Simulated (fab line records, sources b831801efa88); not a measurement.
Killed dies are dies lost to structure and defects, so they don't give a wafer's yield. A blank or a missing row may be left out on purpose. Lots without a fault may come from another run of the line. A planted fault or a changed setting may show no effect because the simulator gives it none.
Which tool did it? | flow sky130 | 6 lots, 18 wafers sampled, at 2 steps of a route of 708

WHAT THE GAUGES READ, wafer by wafer
SKY_LI_CONTACT_BOW_MEAS_03.
lot  | measured     | on            | LI_CONTACT_BOW (um)
L843 | day 30 14:18 | film_metro-04 | 62 62 63
L845 | day 30 19:07 | film_metro-01 | 72 66 62
L848 | day 31 18:38 | film_metro-01 | 42 58 61
L855 | day 33 20:59 | film_metro-03 | 60 42 56
L857 | day 34 09:19 | film_metro-03 | 60 51 55
L860 | day 35 04:17 | film_metro-04 | 58 63 65

WHICH TOOL RAN EACH LOT (tool, then ch and the chambers of the sampled wafers, then the start)
lot  | SKY_POLY_CUT_ETCH_11
L843 | rie_diel-02 ch 1,3, day 26 22:53
L845 | rie_diel-04 ch 1,2,3, day 27 05:16
L848 | rie_diel-01 ch 2,3, day 28 04:45
L855 | rie_diel-02 ch 0,2,3, day 30 08:54
L857 | rie_diel-04 ch 0,2,3, day 30 23:11
L860 | rie_diel-01 ch 0,1,3, day 31 18:20
- SKY_POLY_CUT_ETCH_11: etches Si3N4 in CF4/CH2F2/Ar, stops on poly-Si, time 42.5 s, target depth 60 nm.

THE ANSWER, worked out from the rows above alone
Rule: what is usual is taken from the lots themselves. Put in order of their means at a reading, lots are off if they are a third of the lots or fewer, leave a main group of 4 or more, and stand apart from it by a gap of 3 or more times the standard deviation of the main group's means; of several such gaps the widest counts. A main group whose means are all the same, to the digits that the tables above print for the reading, isn't used. A lot without any number at a reading at which 4 lots or more have one is off too. The other lots that the step has rows for count as sound.
No lot is off at any reading shown: from this, nothing can be told.

WHAT THE SIMULATOR HAD PUT IN
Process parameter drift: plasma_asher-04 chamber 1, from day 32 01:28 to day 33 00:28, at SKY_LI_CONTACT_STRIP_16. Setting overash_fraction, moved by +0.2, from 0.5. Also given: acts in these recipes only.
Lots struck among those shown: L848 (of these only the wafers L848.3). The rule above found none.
